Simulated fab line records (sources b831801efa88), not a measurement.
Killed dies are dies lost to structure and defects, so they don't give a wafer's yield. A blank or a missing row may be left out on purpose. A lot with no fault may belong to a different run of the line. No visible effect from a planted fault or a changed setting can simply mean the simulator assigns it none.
A struck lot beside a sound one + flow gf180mcu + 19 out of 602 route steps
Sound: the wafers L852.3, L852.4, L852.6. The struck wafers were L845.1, L845.2, L845.4. Last of all comes the cause.
Order at every step that has rows: each side's tool, ch and its chambers, its first start. Under that, the readings that differ: sound wafers + struck wafers + difference of the means + sigmas: that difference in standard deviations of wafers without a fault.
alike: readings whose means differ by less than 2 such deviations, and words and numbers that are the same on both sides. not compared: withheld readings, readings that some wafer has no value for, bounds like >300 that may hide the same value, and numbers for which the record gives no deviation and whose values overlap.
Wherever a step has rows on one side only, a row that says differs or no value, or a row with sigmas, the two part there. When numbers do not overlap yet have no deviation, they are printed without sigmas and do not part them. Lack of a reading on every wafer of one side parts them only where that side has two or more wafers.

first, 2 steps without rows for these wafers: GF_M4_CLEAN_19 (cleans in DIW); GF_V4_CVD_00 (deposits SiO2, target thk 600 nm, time 100 s).
GF_V4_THK_MEAS_01:
  sound: film-metro-03 at day 29 06:02; struck: film-metro-03 at day 27 03:02
  alike: V4_CVD_00_THK
GF_V4_CVD_02: deposits SiO2 from TEOS, target thk 850 nm, time 94.851 s.
  sound on pecvd-04 ch 1,2, day 29 06:05; struck on pecvd-04 ch 0,1,2, day 27 03:05
  alike: heater-power-w, susceptor-temp-C
GF_V4_THK_MEAS_03:
  sound: film-metro-04 at day 29 06:10; struck: film-metro-01 at day 27 03:10
  alike: V4_CVD_02_THK
GF_V4_CMP_04: polishes SiO2.
  sound on cmp-02 ch 1,2,3, day 29 06:19; struck on cmp-01 ch 0,2,3, day 27 03:13
  alike: head-pressure-psi, motor-current-A, time-to-endpoint-s
GF_V4_BOW_MEAS_05:
  sound: film-metro-04 at day 29 06:35; struck: film-metro-04 at day 27 03:31
  alike: V4_BOW
then, 5 steps without rows for these wafers: GF_V4_DEHYDRATE_06 (time 60 s); GF_V4_HMDS_07 (prime time 60 s); GF_V4_COAT_08; GF_V4_COAT_09 (resist thk 1000 nm); GF_V4_SOFTBAKE_10 (time 60 s).
GF_V4_EXPOSE_11: exposes mask Via4, target cd 260 nm.
  sound on krf-scanner-01 ch 0, day 29 15:52; struck on krf-scanner-02 ch 0, day 27 13:24
| reading                    | sound                | struck            | difference | sigmas |
|----------------------------|----------------------|-------------------|------------|--------|
| exposure-dose-mJ-cm2       | 38.00 38.00 37.99    | 37.88 37.83 37.85 | -0.14      | -3     |
| model.V4.overlay-x-nm (nm) | -6.087 -6.087 -6.087 | 38.4 38.4 38.4    | +44.5      |        |
  alike: mask, reticle-temp-C
then, 2 steps without rows for these wafers: GF_V4_PEB_12 (peb time 90 s); GF_V4_DEVELOP_13 (develop time 60 s).
GF_V4_CD_MEAS_14 targets a cd of 260 nm.
  sound: cd-sem-01 at day 30 01:08; struck: cd-sem-02 at day 27 22:39
  alike: cd-nm
GF_V4_OVL_MEAS_15:
  sound: overlay-01 at day 30 01:14; struck: overlay-02 at day 27 22:46
| reading     | sound      | struck   | difference | sigmas |
|-------------|------------|----------|------------|--------|
| V4_OVL (nm) | -10 -14 -7 | 42 45 41 | +53        | +9     |
GF_V4_ETCH_16: etches BARC in N2/H2.
  sound on rie-diel-03 ch 1,2, day 30 01:16; struck on rie-diel-02 ch 0,1,3, day 27 22:49
  alike: drypump-motor-current-A, n2-flow-sccm, oes-product-au, throttle-valve-pct
GF_PASSIVATION_PROBE_99:
  sound wafers here have rows in the record (prober-01, day 34 01:43); struck ones have none

WHERE THEY PART
Last at GF_PASSIVATION_PROBE_99 as far as this record goes, first at GF_V4_EXPOSE_11.

WHY: what the simulator had put in
Scanner matching overlay: krf-scanner-02, from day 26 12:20 on, at GF_V4_EXPOSE_11. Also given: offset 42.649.
